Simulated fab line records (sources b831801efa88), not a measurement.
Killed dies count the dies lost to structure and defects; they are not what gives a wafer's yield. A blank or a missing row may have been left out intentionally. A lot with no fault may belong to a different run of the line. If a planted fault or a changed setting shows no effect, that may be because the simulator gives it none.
Matching of chambers || flow gf180mcu || 4 sister chambers for GF_V2_CMP_04 on cmp-01
The step polishes SiO2. 16 wafers are shown with their chamber, then 7 later ones without.

## WAFERS WITH THEIR CHAMBER
{"wafer": "L673.2", "chamber": 2, "motorCurrentA (A)": 12.6, "timeToEndpointS (s)": 91, "platenRpm (rpm)": 60.03}
{"wafer": "L673.3", "chamber": 1, "motorCurrentA (A)": 11.2, "timeToEndpointS (s)": 92, "platenRpm (rpm)": 59.96}
{"wafer": "L673.6", "chamber": 3, "motorCurrentA (A)": 11.8, "timeToEndpointS (s)": 81, "platenRpm (rpm)": 59.96}
{"wafer": "L678.1", "chamber": 1, "motorCurrentA (A)": 11.1, "timeToEndpointS (s)": 98, "platenRpm (rpm)": 60.01}
{"wafer": "L678.2", "chamber": 0, "motorCurrentA (A)": 9.5, "timeToEndpointS (s)": 80, "platenRpm (rpm)": 60.04}
{"wafer": "L678.3", "chamber": 3, "motorCurrentA (A)": 11.2, "timeToEndpointS (s)": 77, "platenRpm (rpm)": 60.02}
{"wafer": "L680.4", "chamber": 0, "motorCurrentA (A)": 10.0, "timeToEndpointS (s)": 83, "platenRpm (rpm)": 60.07}
{"wafer": "L680.5", "chamber": 2, "motorCurrentA (A)": 12.7, "timeToEndpointS (s)": 96, "platenRpm (rpm)": 60.01}
{"wafer": "L680.6", "chamber": 3, "motorCurrentA (A)": 11.9, "timeToEndpointS (s)": 89, "platenRpm (rpm)": 59.93}
{"wafer": "L682.2", "chamber": 3, "motorCurrentA (A)": 11.3, "timeToEndpointS (s)": 107, "platenRpm (rpm)": 60.01}
{"wafer": "L682.3", "chamber": 2, "motorCurrentA (A)": 12.4, "timeToEndpointS (s)": 84, "platenRpm (rpm)": 59.97}
{"wafer": "L682.5", "chamber": 2, "motorCurrentA (A)": 12.7, "timeToEndpointS (s)": 110, "platenRpm (rpm)": 59.92}
{"wafer": "L683.2", "chamber": 1, "motorCurrentA (A)": 10.3, "timeToEndpointS (s)": 105, "platenRpm (rpm)": 59.97}
{"wafer": "L683.3", "chamber": 2, "motorCurrentA (A)": 13.1, "timeToEndpointS (s)": 90, "platenRpm (rpm)": 60.02}
{"wafer": "L692.2", "chamber": 0, "motorCurrentA (A)": 9.4, "timeToEndpointS (s)": 80, "platenRpm (rpm)": 59.97}
{"wafer": "L692.5", "chamber": 2, "motorCurrentA (A)": 12.8, "timeToEndpointS (s)": 82, "platenRpm (rpm)": 60.05}

SIGNATURES (averages over the wafers above)
{"reading": "motorCurrentA", "chamber 0": 9.633, "chamber 1": 10.867, "chamber 2": 12.717, "chamber 3": 11.550, "scatter within a chamber": 0.333}
{"reading": "timeToEndpointS", "chamber 0": 81.00, "chamber 1": 98.33, "chamber 2": 92.17, "chamber 3": 88.50, "scatter within a chamber": 9.71}
{"reading": "platenRpm", "chamber 0": 60.0267, "chamber 1": 59.9800, "chamber 2": 60.0000, "chamber 3": 59.9800, "scatter within a chamber": 0.044}
Rule: for each reading, subtract the chamber's mean from the wafer's reading, divide by that reading's scatter and square the result; add these up over the readings and take the root, which gives the wafer's distance from the chamber. The wafer belongs to the nearest chamber; if the next one is less than 2 further off, it can't be placed. How the scatter is found: for the shown wafers, subtract from each reading the mean of its chamber, square and add these, divide the total by (wafers less chambers), then take the root.

## WAFERS MISSING THEIR CHAMBER
{"wafer": "L692.6", "motorCurrentA (A)": 11.7, "timeToEndpointS (s)": 74, "platenRpm (rpm)": 60.01}
{"wafer": "L693.1", "motorCurrentA (A)": 9.9, "timeToEndpointS (s)": 74, "platenRpm (rpm)": 60.02}
{"wafer": "L693.3", "motorCurrentA (A)": 11.4, "timeToEndpointS (s)": 74, "platenRpm (rpm)": 60.07}
{"wafer": "L693.5", "motorCurrentA (A)": 10.4, "timeToEndpointS (s)": 79, "platenRpm (rpm)": 60.09}
{"wafer": "L694.1", "motorCurrentA (A)": 11.4, "timeToEndpointS (s)": 80, "platenRpm (rpm)": 59.97}
{"wafer": "L694.2", "motorCurrentA (A)": 10.3, "timeToEndpointS (s)": 70, "platenRpm (rpm)": 59.95}
{"wafer": "L694.5", "motorCurrentA (A)": 11.6, "timeToEndpointS (s)": 73, "platenRpm (rpm)": 59.95}

## WHICH CHAMBER EACH ONE RAN IN
{"wafer": "L692.6", "from the rows above": "can't be placed: 3 or 2 or 1", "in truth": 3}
{"wafer": "L693.1", "from the rows above": 0, "in truth": 0}
{"wafer": "L693.3", "from the rows above": "can't be placed: 3 or 1", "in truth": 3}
{"wafer": "L693.5", "from the rows above": "can't be placed: 0 or 1 or 3", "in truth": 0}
{"wafer": "L694.1", "from the rows above": "can't be placed: 3 or 1", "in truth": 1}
{"wafer": "L694.2", "from the rows above": "can't be placed: 0 or 1 or 3", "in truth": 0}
{"wafer": "L694.5", "from the rows above": "can't be placed: 3 or 1", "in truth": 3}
1 of 7 placed correctly. Can't be placed from these rows: 6 (the true chamber is among the candidates in 6). Wrongly placed: 0.
